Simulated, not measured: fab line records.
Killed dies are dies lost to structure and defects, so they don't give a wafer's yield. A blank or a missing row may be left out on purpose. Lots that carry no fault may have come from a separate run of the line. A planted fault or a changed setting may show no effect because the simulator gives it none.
A struck lot beside a sound one || flow sky130 || 17 steps out of a route of 708
Sound: wafers L392.1, L392.3, L392.6. The struck wafers were L410.1, L410.4. Last of all comes the cause.
Each step with rows lists, per side, the tool, then ch with its chambers, then its first start. Under that, the readings that differ: sound wafers || struck wafers || difference of the means || sigmas: that difference in standard deviations of wafers without a fault.
alike: readings with means less than 2 such deviations apart, plus words and numbers identical on both sides. not compared: withheld readings, readings lacking a value on some wafer, bounds such as >300 that could conceal the same value, and numbers that have no deviation in the record and whose values overlap.
A row with sigmas, a row that says differs or no value, or rows on one side alone: a step with any of these is where the two part. Non-overlapping numbers with no deviation appear without sigmas and do not part them. A reading missing from all wafers of one side parts the sides only when that side holds two or more wafers.

SKY_VT_ADJUST_LVTN_OVL_MEAS_07:
  sound on overlay-01 at day 6 17:11; struck on overlay-02 at day 11 18:07
  alike: VT_ADJUST_LVTN_OVL
following that, these wafers have no rows for 1 step: SKY_VT_ADJUST_LVTN_IMPLANT_08.
SKY_VT_ADJUST_LVTN_STRIP_09: strips in O2/N2.
  sound on plasmaAsher-03 ch 0,1, day 6 17:22; struck on plasmaAsher-01 ch 0,1, day 11 18:17
  alike: drypumpMotorCurrentA, oesProductAu, stripTimeToEndpointS
  not compared: rfHoursCounterH
SKY_VT_ADJUST_LVTN_TW_MEAS_10:
  sound on filmMetro-01 at day 6 17:28; struck on filmMetro-02 at day 11 18:23
  alike: VT_ADJUST_LVTN_TW
then, 7 steps without rows for these wafers: SKY_VT_ADJUST_LVTN_DEHYDRATE_11 (time 60 s); SKY_VT_ADJUST_LVTN_HMDS_12 (prime time 60 s); SKY_VT_ADJUST_LVTN_COAT_13 (resist thk 1140 nm); SKY_VT_ADJUST_LVTN_SOFTBAKE_14 (time 60 s); SKY_VT_ADJUST_LVTN_EXPOSE_15 (exposes mask HVN STD DERIVED, target cd 600 nm); SKY_VT_ADJUST_LVTN_PEB_16; SKY_VT_ADJUST_LVTN_DEVELOP_17 (develop time 60 s).
SKY_VT_ADJUST_LVTN_OVL_MEAS_18:
  sound on overlay-02 at day 7 12:29; struck on overlay-02 at day 12 18:11
  alike: VT_ADJUST_LVTN_01_OVL
SKY_VT_ADJUST_LVTN_IMPLANT_19:
  sound on implanter-04 ch 0, day 7 12:31; struck on implanter-03 ch 0, day 12 18:13
{"reading": "beamOnS (s)", "sound": "10.25 9.67 10.37", "struck": "12.79 12.51", "difference": "+2.55", "sigmas": "+13"}
{"reading": "faradayCurrentUA", "sound": "3.56 3.78 3.52", "struck": "2.86 2.92", "difference": -0.73, "sigmas": -10}
SKY_VT_ADJUST_LVTN_STRIP_20: strips in O2/N2.
  sound on plasmaAsher-04 ch 0,1, day 7 12:40; struck on plasmaAsher-03 ch 0,1, day 12 18:22
  alike: drypumpMotorCurrentA, oesProductAu, stripTimeToEndpointS
  not compared: rfHoursCounterH
SKY_VT_ADJUST_LVTN_TW_MEAS_21:
  sound on filmMetro-01 at day 7 12:46; struck on filmMetro-01 at day 12 18:28
{"reading": "VT_ADJUST_LVTN_2_TW", "sound": "188.0 188.8 188.4", "struck": "202.2 203.0", "difference": "+14.2", "sigmas": "+14"}
then, 1 step without rows for these wafers: SKY_VT_ADJUST_NCORE_DEHYDRATE_00 (time 60 s).
-- record jumps: 37 days separate the struck wafers' starts on either side; left off in module VT_ADJUST_NCORE, taken up again in module PAD_OPEN, whose first shown step is the route's number 708 --
SKY_PAD_OPEN_PROBE_99:
  sound on prober-02 at day 45 15:40; struck on prober-01 at day 49 23:04
{"reading": "model.etest.resPwellUnderGate.rsOhmSq", "sound": "2288 2285 2287", "struck": "2246 2262", "difference": -33, "sigmas": ""}
{"reading": "model.etest.nfetG5v0d10v5.bodyRiseV (V)", "sound": "0.6643 0.6683 0.6602", "struck": "0.6913 0.7035", "difference": "+0.0331", "sigmas": ""}
{"reading": "model.etest.nfet_16v.bodyRiseV (V)", "sound": "0.6593 0.6627 0.6528", "struck": "0.6838 0.6954", "difference": "+0.0313", "sigmas": ""}
{"reading": "model.etest.nfetG5v0d10v5.vtSatV (V)", "sound": "0.7532 0.7655 0.7458", "struck": "0.7808 0.794", "difference": "+0.0326", "sigmas": ""}
{"reading": "model.etest.nfetG5v0d10v5.vtV (V)", "sound": "0.8106 0.8214 0.7999", "struck": "0.8353 0.847", "difference": "+0.0305", "sigmas": ""}
{"reading": "model.etest.nfet_16v.vtV (V)", "sound": "0.7537 0.7574 0.7463", "struck": "0.773 0.7903", "difference": "+0.029", "sigmas": ""}
{"reading": "model.etest.nfetG5v0d10v5.vtLongV (V)", "sound": "0.7979 0.8034 0.7918", "struck": "0.8181 0.838", "difference": "+0.0303", "sigmas": ""}
  alike: killed_at_M0_to_M3, killed_at_M4_up, killedAtContacts, killedAtFrontEnd, killedAtOther, killedDies, killedOpen, killedShort

WHERE THEY PART
Earliest at SKY_VT_ADJUST_LVTN_IMPLANT_19; latest, in this record, at SKY_VT_ADJUST_LVTN_TW_MEAS_21. Later steps at which nothing parts them and some readings are alike: SKY_PAD_OPEN_PROBE_99.

WHY: the cause the simulator had injected
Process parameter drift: implanter-03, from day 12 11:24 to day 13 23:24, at SKY_VT_ADJUST_LVTN_IMPLANT_19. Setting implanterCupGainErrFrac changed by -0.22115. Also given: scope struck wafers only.
